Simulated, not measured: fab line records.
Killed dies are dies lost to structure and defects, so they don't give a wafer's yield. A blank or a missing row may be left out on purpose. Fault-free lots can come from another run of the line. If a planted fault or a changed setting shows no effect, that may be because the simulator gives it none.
One fault through the eyes of 2 desks || flow sky130 || what lay behind the numbers comes last; until then each desk has only its own

== METROLOGY DESK ==
Means of the sampled wafers that have a number, per lot and without regard to the tool the lot ran on: this is what the gauges read. A lot is out of limits, marked OUT, if its mean lies more than 4 standard deviations from the usual mean; the brackets give that distance.
Columns: A = VIA3_OVL at SKY_VIA3_OVL_MEAS_13, usual -3 nm; B = CAP2M_OVL at SKY_CAP2M_OVL_MEAS_12, usual 0.6 nm
{"lot": "L788", "first seen here": "day 40 15:05", "A": -8, "B": 2.5}
{"lot": "L789", "first seen here": "day 40 21:56", "A": 2, "B": -2.2}
{"lot": "L794", "first seen here": "day 42 06:59", "A": 5, "B": -0.5}
{"lot": "L797", "first seen here": "day 43 05:59", "A": -4, "B": -0.9}
{"lot": "L798", "first seen here": "day 43 11:32", "A": 1, "B": -0.5}
{"lot": "L799", "first seen here": "day 43 22:47", "A": -7, "B": 0.1}
{"lot": "L800", "first seen here": "day 44 00:37", "A": -8, "B": 0.4}
{"lot": "L801", "first seen here": "day 44 10:26", "A": -6, "B": 1.3}
{"lot": "L802", "first seen here": "day 44 12:20", "A": -7, "B": 1.2}
{"lot": "L804", "first seen here": "day 44 22:49", "A": -4, "B": 2.2}
{"lot": "L810", "first seen here": "day 46 13:53", "A": -4, "B": "140.7 (+99 or more) OUT"}
{"lot": "L811", "first seen here": "day 46 21:15", "A": 4, "B": "142.7 (+99 or more) OUT"}
Finding of this desk: L810, L811 out of limits, first seen on L810 at day 47 12:41 (CAP2M_OVL at SKY_CAP2M_OVL_MEAS_12). Within limits: L788, L789, L794, L797, L798, L799, L800, L801, L802, L804.

== DESK OF THE TOOL OWNER: iline_stepper-01 ==
The tool's own readings at SKY_CAP2M_EXPOSE_09 (exposes mask CAP2M, target cd 1000 nm): means of the sampled wafers that have a number, for each lot that ran on this tool. A lot is out of limits, marked OUT, if its mean lies more than 4 standard deviations from the usual mean; the brackets give that distance.
Columns: A = stage_vel_mm_s at SKY_CAP2M_EXPOSE_09, usual 499.99 mm/s
{"lot": "L788", "first seen here": "day 41 05:56", "A": 500.05}
{"lot": "L794", "first seen here": "day 42 21:35", "A": 499.99}
{"lot": "L797", "first seen here": "day 43 19:33", "A": 500.25}
{"lot": "L799", "first seen here": "day 44 11:20", "A": 499.95}
{"lot": "L804", "first seen here": "day 45 11:20", "A": 499.56}
{"lot": "L810", "first seen here": "day 47 02:43", "A": 499.81}
{"lot": "L811", "first seen here": "day 47 08:59", "A": 499.96}
This desk's verdict: no lot among the 7 shows anything out of limits.

== PUT TOGETHER ==
At day 47 12:41 the metrology desk could have sounded an alarm, on L810, L811.
The tool owner's desk saw nothing out of limits.
On record at the tool owner's desk: L810, L811, within its limits.
All the named lots went through SKY_CAP2M_EXPOSE_09 on iline_stepper-01.

== WHAT THE SIMULATOR PUT IN ==
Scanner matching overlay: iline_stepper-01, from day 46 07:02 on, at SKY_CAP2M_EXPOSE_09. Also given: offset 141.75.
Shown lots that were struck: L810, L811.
Time in hours between the start of the fault and the first out-of-limits reading at each desk: metrology desk, 30.
